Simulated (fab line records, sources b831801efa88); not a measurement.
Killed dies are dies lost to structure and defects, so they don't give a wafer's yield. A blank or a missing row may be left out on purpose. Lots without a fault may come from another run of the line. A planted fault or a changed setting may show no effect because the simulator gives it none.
Which tool did it? | flow gf180mcu | 24 lots, 72 wafers sampled, at 2 steps of a route of 602

WHAT THE GAUGES READ, wafer by wafer
GF_V5_THK_MEAS_01.
lot  | measured     | on            | V5_CVD_00_THK (nm)
L074 | day 26 09:35 | film_metro-04 | 299.8 294.8 301.6
L075 | day 26 23:41 | film_metro-04 | 300.1 301.4 297.4
L076 | day 27 05:32 | film_metro-04 | 294.7 299.7 300.7
L077 | day 27 08:45 | film_metro-04 | 296.9 299.7 298.4
L078 | day 27 23:50 | film_metro-02 | 297.7 297.3 299.0
L079 | day 28 00:23 | film_metro-04 | 300.8 299.6 299.8
L080 | day 28 16:37 | film_metro-02 | 301.7 300.1 302.4
L081 | day 28 21:47 | film_metro-02 | 298.8 296.6 300.9
L082 | day 29 12:23 | film_metro-04 | 302.4 302.3 295.7
L083 | day 29 16:13 | film_metro-02 | 302.5 295.9 303.1
L084 | day 29 19:44 | film_metro-03 | 296.1 297.9 301.1
L085 | day 30 11:11 | film_metro-04 | 302.8 304.2 297.8
L086 | day 30 15:10 | film_metro-04 | 298.3 303.8 300.6
L087 | day 31 03:03 | film_metro-02 | 296.7 297.4 302.1
L089 | day 31 08:08 | film_metro-03 | 301.8 302.8 302.3
L088 | day 31 08:50 | film_metro-03 | 305.2 300.9 298.6
L090 | day 31 12:08 | film_metro-04 | 296.2 295.9 296.1
L092 | day 32 04:57 | film_metro-04 | 303.6 302.0 298.3
L091 | day 32 06:00 | film_metro-03 | 302.8 297.7 301.6
L093 | day 32 06:31 | film_metro-02 | 303.3 303.5 301.9
L094 | day 32 10:29 | film_metro-02 | 298.6 303.1 297.5
L095 | day 32 19:25 | film_metro-03 | 304.1 299.6 301.4
L096 | day 33 01:49 | film_metro-03 | 300.5 298.2 293.4
L097 | day 33 03:08 | film_metro-02 | 303.3 300.9 300.1

WHICH TOOL RAN EACH LOT (tool, then ch and the chambers of the sampled wafers, then the start)
lot  | GF_V4_SPUTTER_22
L074 | pvd_sputter-02, day 24 13:28
L075 | pvd_sputter-02, day 25 02:41
L076 | pvd_sputter-04, day 25 08:40
L077 | pvd_sputter-02, day 25 13:20
L078 | pvd_sputter-02, day 26 04:04
L079 | pvd_sputter-04, day 26 04:47
L080 | pvd_sputter-04, day 26 22:19
L081 | pvd_sputter-04, day 27 03:48
L082 | pvd_sputter-02, day 27 19:28
L083 | pvd_sputter-02, day 27 22:52
L084 | pvd_sputter-02, day 28 02:43
L085 | pvd_sputter-01, day 28 18:45
L086 | pvd_sputter-01, day 28 23:41
L087 | pvd_sputter-01, day 29 12:40
L089 | pvd_sputter-01, day 29 18:10
L088 | pvd_sputter-01, day 29 18:47
L090 | pvd_sputter-04, day 29 20:34
L092 | pvd_sputter-01, day 30 13:01
L091 | pvd_sputter-01, day 30 13:58
L093 | pvd_sputter-02, day 30 16:37
L094 | pvd_sputter-04, day 30 20:22
L095 | pvd_sputter-02, day 31 08:07
L096 | pvd_sputter-02, day 31 12:55
L097 | pvd_sputter-01, day 31 14:58
- GF_V4_SPUTTER_22: material TiN, target thk 10 nm, time 40 s.

WHAT THE TOOLS THEMSELVES READ (means of the sampled wafers that have a number; where no wafer has one, the mark that the record gives instead)
GF_V4_SPUTTER_22.
lot  | tool           | cathode_dc_power_W (W) | throttle_valve_pct (%)
L074 | pvd_sputter-02 | 3999.8                 | 30.8
L075 | pvd_sputter-02 | 4000.3                 | 29.7
L076 | pvd_sputter-04 | 4000.5                 | 30.3
L077 | pvd_sputter-02 | 4000.0                 | 29.6
L078 | pvd_sputter-02 | 4000.2                 | 29.4
L079 | pvd_sputter-04 | 3999.5                 | 30.8
L080 | pvd_sputter-04 | 4000.2                 | 30.7
L081 | pvd_sputter-04 | 3999.8                 | 30.5
L082 | pvd_sputter-02 | 3999.3                 | 30.2
L083 | pvd_sputter-02 | 3999.7                 | 30.1
L084 | pvd_sputter-02 | 4000.9                 | 30.9
L085 | pvd_sputter-01 | 3999.7                 | 28.1
L086 | pvd_sputter-01 | 3999.7                 | 29.5
L087 | pvd_sputter-01 | 3999.8                 | 29.1
L089 | pvd_sputter-01 | 3999.7                 | 28.2
L088 | pvd_sputter-01 | 3999.1                 | 29.8
L090 | pvd_sputter-04 | 4000.6                 | 30.6
L092 | pvd_sputter-01 | 3999.4                 | 29.6
L091 | pvd_sputter-01 | 3999.8                 | 29.8
L093 | pvd_sputter-02 | 4000.2                 | 30.2
L094 | pvd_sputter-04 | 4000.4                 | 31.8
L095 | pvd_sputter-02 | 4000.0                 | 30.7
L096 | pvd_sputter-02 | 4000.2                 | 29.8
L097 | pvd_sputter-01 | 3999.9                 | 29.3

THE ANSWER, worked out from the rows above alone
Rule: what is usual is taken from the lots themselves. Put in order of their means at a reading, lots are off if they are a third of the lots or fewer, leave a main group of 4 or more, and stand apart from it by a gap of 3 or more times the standard deviation of the main group's means; of several such gaps the widest counts. A main group whose means are all the same, to the digits that the tables above print for the reading, isn't used. A lot without any number at a reading at which 4 lots or more have one is off too. The other lots that the step has rows for count as sound. The gauges are gone through in route order, then the tools' own readings, and for those a lot's mean is taken as printed above. The first step at which some lot is off is used, and at that step the reading that is off furthest; a lot without a number counts as furthest.
No lot is off at any reading shown: from this, nothing can be told.

WHAT THE SIMULATOR HAD PUT IN
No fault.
